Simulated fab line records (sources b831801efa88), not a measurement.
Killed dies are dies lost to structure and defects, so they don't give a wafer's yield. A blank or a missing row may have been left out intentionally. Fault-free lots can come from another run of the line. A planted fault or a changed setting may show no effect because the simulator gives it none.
Matching of chambers    flow sky130    cmp-01 running SKY_VIA3_CMP_02: 4 sister chambers
The step polishes SiO2. 8 wafers are shown with their chamber, then 8 later ones without.

== WAFERS, EACH WITH ITS CHAMBER ==
wafer   chamber  motor_current_A (A)
L651.2  3        11.3
L651.4  2        13.4
L653.5  0        11.3
L653.6  1        12.6
L654.1  1        12.7
L654.2  3        10.7
L654.5  0        11.9
L662.1  2        13.5

== WAFERS WITH NO CHAMBER GIVEN ==
wafer   motor_current_A (A)
L662.3  11.0
L662.5  12.4
L661.1  13.9
L661.2  11.5
L661.4  12.9
L666.3  12.0
L666.4  10.9
L666.6  13.5

== EACH ONE'S CHAMBER ==
wafer   from the rows above           in truth
L662.3  can't be placed: 3 or 0       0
L662.5  can't be placed: 1 or 0       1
L661.1  2                             2
L661.2  can't be placed: 0 or 3       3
L661.4  can't be placed: 1 or 2       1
L666.3  can't be placed: 0 or 1 or 3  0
L666.4  can't be placed: 3 or 0       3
L666.6  2                             2
Placed correctly: 2 of 8. These rows do not allow placing 6 (true chamber among the candidates in 6). Placed wrongly: 0.
How it was worked out, from the rows above alone: a wafer's distance from a chamber is the root of the sum, over the readings, of the square of ((its reading less the chamber's mean) divided by the reading's scatter). If the next closest chamber is less than 2 further off than the closest, the wafer can't be placed; otherwise it belongs to the closest. A chamber's mean is the mean of its shown wafers. How the scatter is found: for the shown wafers, subtract from each reading the mean of its chamber, square and add these, divide the total by (wafers less chambers), then take the root.
